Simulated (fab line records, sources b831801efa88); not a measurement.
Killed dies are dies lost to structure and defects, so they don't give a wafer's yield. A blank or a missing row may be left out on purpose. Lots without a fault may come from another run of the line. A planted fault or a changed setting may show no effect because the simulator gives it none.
Chamber matching | flow gf180mcu | GF_V2_CVD_02 on pecvd-02: 3 sister chambers
The step deposits SiO2 from TEOS, target thk 850 nm, time 94.851 s. 6 wafers are shown with their chamber, then 12 later ones without.

WAFERS WITH THEIR CHAMBER
wafer  | chamber | heater_power_w (W)
L086.4 | 1       | 655
L086.5 | 0       | 700
L086.6 | 2       | 690
L087.1 | 2       | 682
L087.2 | 0       | 699
L087.3 | 1       | 692

WAFERS WITHOUT THEIR CHAMBER
wafer  | heater_power_w (W)
L087.4 | 720
L087.5 | 707
L087.6 | 701
L090.2 | 708
L090.3 | 660
L090.6 | 555
L091.3 | 721
L091.5 | 723
L091.6 | 631
L097.1 | 685
L097.2 | 582
L097.3 | 597

WHICH CHAMBER EACH WENT THROUGH
wafer  | from the rows above          | in truth
L087.4 | can't be placed: 0 or 2 or 1 | 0
L087.5 | can't be placed: 0 or 2 or 1 | 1
L087.6 | can't be placed: 0 or 2 or 1 | 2
L090.2 | can't be placed: 0 or 2 or 1 | 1
L090.3 | can't be placed: 1 or 2 or 0 | 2
L090.6 | can't be placed: 1 or 2 or 0 | 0
L091.3 | can't be placed: 0 or 2 or 1 | 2
L091.5 | can't be placed: 0 or 2 or 1 | 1
L091.6 | can't be placed: 1 or 2 or 0 | 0
L097.1 | can't be placed: 2 or 1 or 0 | 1
L097.2 | can't be placed: 1 or 2 or 0 | 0
L097.3 | can't be placed: 1 or 2 or 0 | 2
Placed correctly: 0 of 12. Can't be placed from these rows: 12 (the true chamber is among the candidates in 12). Placed wrongly: 0.
How it was worked out, from the rows above alone: a wafer's distance from a chamber is the root of the sum, over the readings, of the square of ((its reading less the chamber's mean) divided by the reading's scatter). The wafer belongs to the nearest chamber; if the next one is less than 2 further off, it can't be placed. A chamber's mean is the mean of its shown wafers. The scatter: the root of (the sum of the squares of (reading less its chamber's mean) over the shown wafers, divided by (wafers less chambers)).
